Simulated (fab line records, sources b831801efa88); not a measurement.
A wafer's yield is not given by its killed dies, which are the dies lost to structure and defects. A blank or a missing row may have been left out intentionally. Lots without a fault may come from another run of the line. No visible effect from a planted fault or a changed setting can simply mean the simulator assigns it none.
Which tool is to blame? -- flow gf180mcu -- 7 lots, 21 wafers sampled, at 2 steps of a route of 602

== WHAT THE GAUGES READ, wafer by wafer ==
GF_HV_LDD_TW_MEAS_50.
lot,measured,on,HV_LDD_4_TW
L665,day 13 15:22,film-metro-03,560 559 559
L666,day 13 23:30,film-metro-02,572 567 569
L668,day 14 11:57,film-metro-02,571 572 568
L671,day 15 18:59,film-metro-01,572 576 575
L673,day 16 05:31,film-metro-03,697 699 702 700 701 698
L675,day 16 15:35,film-metro-03,564 564 566
L677,day 17 09:44,film-metro-02,567 564 564

== TOOL THAT RAN EACH LOT (tool first, then ch and the chambers of the sampled wafers, then the start) ==
lot,GF_HV_LDD_IMPLANT_48
L665,"implanter-03 ch 0, day 13 15:10"
L666,"implanter-02 ch 0, day 13 23:15"
L668,"implanter-02 ch 0, day 14 11:42"
L671,"implanter-03 ch 0, day 15 18:44"
L673,"implanter-04 ch 0, day 16 04:56"
L675,"implanter-04 ch 0, day 16 15:20"
L677,"implanter-03 ch 0, day 17 09:29"
- GF_HV_LDD_IMPLANT_48

== THE ANSWER, worked out from the rows above alone ==
Rule: the usual values come from the lots themselves. Put in order of their means at a reading, lots are off if they are a third of the lots or fewer, leave a main group of 4 or more, and stand apart from it by a gap of 3 or more times the standard deviation of the main group's means; of several such gaps the widest counts. If all means in a main group match to the digits the tables above print for the reading, that group is not used. A lot without any number at a reading at which 4 lots or more have one is off too. All remaining lots with rows at the step are treated as sound.
Off: L673, at GF_HV_LDD_TW_MEAS_50 (HV_LDD_4_TW). For the main group the mean is 567 and the standard deviation 4.8.
If a tool, at a process step before that reading, ran all the lots that are off and no sound lot after the first of them, it fits. Gauges at GF_HV_LDD_TW_MEAS_50: tried the same way as those tools. Not one of the candidates tried fits.

== WHAT WAS PUT IN BY THE SIMULATOR ==
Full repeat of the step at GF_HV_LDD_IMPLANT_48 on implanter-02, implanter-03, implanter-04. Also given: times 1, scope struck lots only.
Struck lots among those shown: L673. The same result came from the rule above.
